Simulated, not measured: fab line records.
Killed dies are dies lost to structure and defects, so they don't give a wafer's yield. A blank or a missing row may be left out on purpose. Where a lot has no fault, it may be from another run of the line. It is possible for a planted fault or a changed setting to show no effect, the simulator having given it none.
Chamber matching || flow sfq_line || SFQ_TRILAYER_I3_CMP_CMP_082 on cmp-02 has 4 sister chambers
The step polishes SiO2. 4 wafers are shown with their chamber, then 8 later ones without.

WAFERS WITH THEIR CHAMBER
{"wafer": "L516.2", "chamber": 0, "motor_current_A (A)": 11.1}
{"wafer": "L527.2", "chamber": 1, "motor_current_A (A)": 8.2}
{"wafer": "L527.6", "chamber": 3, "motor_current_A (A)": 9.8}
{"wafer": "L529.2", "chamber": 2, "motor_current_A (A)": 10.4}

WAFERS MISSING THEIR CHAMBER
{"wafer": "L529.5", "motor_current_A (A)": 10.0}
{"wafer": "L529.6", "motor_current_A (A)": 8.1}
{"wafer": "L532.1", "motor_current_A (A)": 10.5}
{"wafer": "L532.5", "motor_current_A (A)": 10.0}
{"wafer": "L532.6", "motor_current_A (A)": 10.7}
{"wafer": "L533.1", "motor_current_A (A)": 10.4}
{"wafer": "L533.5", "motor_current_A (A)": 7.8}
{"wafer": "L533.6", "motor_current_A (A)": 10.7}

CHAMBER TAKEN BY EACH
{"wafer": "L529.5", "from the rows above": "can't be placed: 3 or 2", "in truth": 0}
{"wafer": "L529.6", "from the rows above": 1, "in truth": 1}
{"wafer": "L532.1", "from the rows above": 2, "in truth": 2}
{"wafer": "L532.5", "from the rows above": "can't be placed: 3 or 2", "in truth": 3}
{"wafer": "L532.6", "from the rows above": "can't be placed: 2 or 0", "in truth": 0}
{"wafer": "L533.1", "from the rows above": 2, "in truth": 2}
{"wafer": "L533.5", "from the rows above": 1, "in truth": 1}
{"wafer": "L533.6", "from the rows above": "can't be placed: 2 or 0", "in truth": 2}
Correct placement for 4 of the 8. These rows do not allow placing 4 (true chamber among the candidates in 3). Wrongly placed: 0.
How it was worked out, from the rows above alone: a wafer's distance from a chamber is the root of the sum, over the readings, of the square of ((its reading less the chamber's mean) divided by the reading's scatter). The wafer belongs to the nearest chamber; if the next one is less than 2 further off, it can't be placed. A chamber's mean is the mean of its shown wafers. The scatter (one wafer shown for each chamber): square how far every hidden wafer sits from the nearest shown wafer, average those squares and take the square root.
